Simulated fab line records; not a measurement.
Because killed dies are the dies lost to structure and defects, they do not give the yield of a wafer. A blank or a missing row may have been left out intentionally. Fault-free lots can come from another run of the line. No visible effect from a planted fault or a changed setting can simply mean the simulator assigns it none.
Split-lot trial :: flow sfq_line :: 5 lots, 23 wafers read, on a route of 325 steps

## ABOUT THE SPLIT
At SFQ_TRILAYER_I6_VIA_LITHO_PEB_172 (peb time 60 s), the setting peb_temp_c was moved away from the recipe's 115 C on 9 of the 23 wafers read, by -1.5% to +2.5%. All remaining wafers had this setting at the recipe value.

## SPLIT TO READING: what lies between them in the file, 1 step
- SFQ_TRILAYER_I6_VIA_LITHO_DEVELOP_171: time 60 s

## THE READING
I6.cd_nm (the simulator's own value, which no gauge read), in nm, at SFQ_TRILAYER_I6_VIA_BARC_OPEN_VIA_ETCH_235 (etches BARC in O2, target depth 125 nm, time 41.7 s). The file gives no usual value for it. Here, 14 wafers ran the recipe; their average is 700.1 nm with a standard deviation of 1.2 nm.

wafer: L075.1
tool, chamber at the split: litho_track-04, 0
peb_temp_c as run, C: 113.3
against the recipe: -1.5%
I6.cd_nm, nm: 664
against lot-mates on the recipe: -35.8

wafer: L075.3
tool, chamber at the split: litho_track-04, 0
peb_temp_c as run, C: 113.3
against the recipe: -1.5%
I6.cd_nm, nm: 667.7
against lot-mates on the recipe: -32.1

wafer: L075.4
tool, chamber at the split: litho_track-04, 0
peb_temp_c as run, C: 115
against the recipe: recipe
I6.cd_nm, nm: 698.6
against lot-mates on the recipe: -

wafer: L075.5
tool, chamber at the split: litho_track-04, 0
peb_temp_c as run, C: 115
against the recipe: recipe
I6.cd_nm, nm: 700.2
against lot-mates on the recipe: -

wafer: L075.6
tool, chamber at the split: litho_track-04, 0
peb_temp_c as run, C: 115
against the recipe: recipe
I6.cd_nm, nm: 700.5
against lot-mates on the recipe: -

wafer: L076.1
tool, chamber at the split: litho_track-02, 0
peb_temp_c as run, C: 116.7
against the recipe: +1.5%
I6.cd_nm, nm: 729.9
against lot-mates on the recipe: +31.0

wafer: L076.2
tool, chamber at the split: litho_track-02, 0
peb_temp_c as run, C: 116.7
against the recipe: +1.5%
I6.cd_nm, nm: 727.9
against lot-mates on the recipe: +29.0

wafer: L076.3
tool, chamber at the split: litho_track-02, 0
peb_temp_c as run, C: 115
against the recipe: recipe
I6.cd_nm, nm: 698.8
against lot-mates on the recipe: -

wafer: L076.5
tool, chamber at the split: litho_track-02, 0
peb_temp_c as run, C: 115
against the recipe: recipe
I6.cd_nm, nm: 699.1
against lot-mates on the recipe: -

wafer: L076.6
tool, chamber at the split: litho_track-02, 0
peb_temp_c as run, C: 115
against the recipe: recipe
I6.cd_nm, nm: 698.9
against lot-mates on the recipe: -

wafer: L077.1
tool, chamber at the split: litho_track-02, 0
peb_temp_c as run, C: 115
against the recipe: recipe
I6.cd_nm, nm: 698.7
against lot-mates on the recipe: -

wafer: L077.2
tool, chamber at the split: litho_track-02, 0
peb_temp_c as run, C: 116.4
against the recipe: +1.2%
I6.cd_nm, nm: 723.4
against lot-mates on the recipe: +23.5

wafer: L077.3
tool, chamber at the split: litho_track-02, 0
peb_temp_c as run, C: 116.4
against the recipe: +1.2%
I6.cd_nm, nm: 722.1
against lot-mates on the recipe: +22.2

wafer: L077.4
tool, chamber at the split: litho_track-02, 0
peb_temp_c as run, C: 115
against the recipe: recipe
I6.cd_nm, nm: 701
against lot-mates on the recipe: -

wafer: L077.6
tool, chamber at the split: litho_track-02, 0
peb_temp_c as run, C: 116.4
against the recipe: +1.2%
I6.cd_nm, nm: 722.6
against lot-mates on the recipe: +22.8

wafer: L080.1
tool, chamber at the split: litho_track-02, 0
peb_temp_c as run, C: 117.9
against the recipe: +2.5%
I6.cd_nm, nm: 746.9
against lot-mates on the recipe: +45.7

wafer: L080.3
tool, chamber at the split: litho_track-02, 0
peb_temp_c as run, C: 117.9
against the recipe: +2.5%
I6.cd_nm, nm: 746.9
against lot-mates on the recipe: +45.7

wafer: L080.2
tool, chamber at the split: litho_track-02, 0
peb_temp_c as run, C: 115
against the recipe: recipe
I6.cd_nm, nm: 702.3
against lot-mates on the recipe: -

wafer: L080.5
tool, chamber at the split: litho_track-02, 0
peb_temp_c as run, C: 115
against the recipe: recipe
I6.cd_nm, nm: 702.2
against lot-mates on the recipe: -

wafer: L080.6
tool, chamber at the split: litho_track-02, 0
peb_temp_c as run, C: 115
against the recipe: recipe
I6.cd_nm, nm: 699
against lot-mates on the recipe: -

wafer: L082.3
tool, chamber at the split: litho_track-01, 0
peb_temp_c as run, C: 115
against the recipe: recipe
I6.cd_nm, nm: 701.2
against lot-mates on the recipe: -

wafer: L082.5
tool, chamber at the split: litho_track-01, 0
peb_temp_c as run, C: 115
against the recipe: recipe
I6.cd_nm, nm: 700.1
against lot-mates on the recipe: -

wafer: L082.6
tool, chamber at the split: litho_track-01, 0
peb_temp_c as run, C: 115
against the recipe: recipe
I6.cd_nm, nm: 700.4
against lot-mates on the recipe: -

FIT RESULTS
A straight line over all 23 wafers: I6.cd_nm changes by +19.8 nm for each +1% of peb_temp_c; r = +1.00; the points scatter about the line by 2 nm.
The same after taking each lot's own level away (the mean of its wafers on the recipe; 23 wafers): +19.7 nm for each +1%; r = +0.99; scatter 2.1 nm.
That fit puts the effect of the largest move of peb_temp_c on the reading at 50 nm.
Across the lots, their own levels run from 698.93 to 701.17 nm, a range of 1.8 times the standard deviation given above.
Hence the lot-to-lot level has little effect on the slope; both slopes agree.
Check: with one of the wafers moved furthest among these (+2.5%) left out of the fit, the line predicts +49.8 nm for it against its lot-mates. It came out at +45.7 nm against them.

## THE OTHER SPLITS THESE WAFERS WENT THROUGH
Note: prior to the reading, these wafers also went through further splits. Each is held against what the fit with the lots' levels taken away leaves over:
other split on the same wafers: SFQ_TRILAYER_I6_VIA_LITHO_COAT_174 spin_rpm
wafers away from the commonest value: 9
r with I6.cd_nm (lot level and that fit taken away): +0.52

## THE FILE'S OWN FIT
I6.cd_nm changes by +19.5 nm for each +1% of peb_temp_c, r = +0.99.
